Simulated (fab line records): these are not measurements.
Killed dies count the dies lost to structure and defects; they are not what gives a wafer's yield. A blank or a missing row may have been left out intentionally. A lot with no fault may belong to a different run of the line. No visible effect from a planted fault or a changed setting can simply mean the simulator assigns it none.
Problem report, 8D (eight disciplines) form, completed by code || flow gf180mcu || the parts of the form that need people (team, actions taken, sign-off) are left out

== 1. WHAT IS WRONG ==
Across 6 wafers from 2 lots, NSD_OVL at GF_NSD_OVL_MEAS_08 averages -93.7 nm, while fault-free wafers read 0.6 nm with a standard deviation of 1.5. That puts it -63 standard deviations away from the usual mean.
Seen first at day 17 21:49 on overlay-02, wafer L473.1. The record has a number at this step for 33 wafers belonging to 11 lots. Rule for "out", or "out of limits": more than 4 standard deviations from the usual mean. The rest of the wafers with a number are treated as sound.

== 2. WHAT THIS IS AND IS NOT ==
{"question": "which readings at this step", "is": "NSD_OVL", "is not": "-"}
{"question": "which lots", "is": "L473, L475", "is not": "L461, L462, L463, L464, L465, L476, L479, L480, L482"}
{"question": "which wafers of those lots", "is": "all that have a number", "is not": "-"}
{"question": "read on which gauges", "is": "overlay-02", "is not": "overlay-01"}
{"question": "when", "is": "from day 17 21:49", "is not": "up to then (15 sound wafers); but 12 sound wafers of L476, L479, L480, L482 came after"}

== 3. THE SUSPECTS, EACH WITH WHAT RULES IT OUT ==
Counting: a tool stays on the suspect list if, at a process step up to the reading, it processed all lots that are out and no sound lot following the first of them.
- the gauge at GF_NSD_OVL_MEAS_08: kept. All the wafers that are out were read on overlay-02, and no step on other tools shows them out.
- iline_stepper-01 at GF_NSD_EXPOSE_04 (exposes mask Nplus, target cd 400 nm): kept. It ran every lot that is out, first L473 (day 17 09:58), and no sound lot after that; its last sound lot up to then is L463 (day 14 01:47).
After counting, iline_stepper-01 at GF_NSD_EXPOSE_04 and overlay-02 at GF_NSD_OVL_MEAS_08 remain.

== 4. THE CAUSE (what the simulator had put in) ==
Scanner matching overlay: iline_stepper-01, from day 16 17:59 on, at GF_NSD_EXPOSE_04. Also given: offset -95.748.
After counting, 2 suspects remain, this tool included.

== 5. THE EFFECT CHAIN, in route order ==
One row per reading whose mean, taken over the struck wafers that have a number, lies over 3 standard deviations from the usual. Readings are gone through only where the record gives a usual standard deviation; hours: the median, over the lots, of the time from a lot's start at the first step in this table giving one to that lot's start at this step; sigmas: the change measured in usual standard deviations.
{"hours": 0, "step": "GF_NSD_OVL_MEAS_08", "reading": "NSD_OVL", "usual": "0.6 nm", "on struck wafers": -93.7, "change": -94.2, "sigmas": -63}
Later steps that measure or inspect, where all struck wafers having a row at the step show a number for every such reading and not one has moved that far: GF_V1_BOW_MEAS_05.

== 6. WHAT WOULD HAVE CAUGHT IT SOONER ==
In this record the first reading out of limits at a measuring or inspecting step was taken at day 17 21:49, 28 hours after the fault began at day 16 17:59.
By day 17 21:49 the whole set of lots that are out, 2 in number, had already begun GF_NSD_EXPOSE_04 on iline_stepper-01. Holding the tool at that point would not have protected any of them.
